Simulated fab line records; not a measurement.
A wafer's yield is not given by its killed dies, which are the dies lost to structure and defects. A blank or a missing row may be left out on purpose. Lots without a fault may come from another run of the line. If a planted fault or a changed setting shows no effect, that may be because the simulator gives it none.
The tool behind it: which one?	flow sky130	18 wafers sampled from 6 lots at 1 step of a route of 708

WHAT THE GAUGES READ, wafer by wafer
SKY_VIA2_BOW_MEAS_03.
lot	measured	on	VIA2_BOW (um)
L470	day 35 22:33	film metro-02	93 94 91
L477	day 38 08:11	film metro-02	76 81 97
L481	day 39 15:02	film metro-03	77 88 77
L485	day 40 22:26	film metro-02	87 96 88
L487	day 41 09:23	film metro-01	99 88 82
L490	day 42 03:02	film metro-02	79 79 79

EACH LOT AND THE TOOL THAT RAN IT (in order: tool; ch and the chambers of the sampled wafers; start)
There is no process step in the record ahead of these readings.

THE ANSWER, worked out from the rows above alone
Rule: the usual values come from the lots themselves. The widest of any qualifying gaps counts: lots, ordered by their means at a reading, are off when they make up no more than a third of the lots, leave a main group of 4 or more, and stand apart from it by 3 or more times the standard deviation of that group's means. Not used: any main group whose means are identical at the precision the tables above print for the reading. Also off: a lot with no number at a reading for which 4 or more lots have one. Any other lot the step has rows for is counted as sound.
Nothing can be told from this: no lot is off at any reading shown.

WHAT HAD BEEN PUT IN BY THE SIMULATOR
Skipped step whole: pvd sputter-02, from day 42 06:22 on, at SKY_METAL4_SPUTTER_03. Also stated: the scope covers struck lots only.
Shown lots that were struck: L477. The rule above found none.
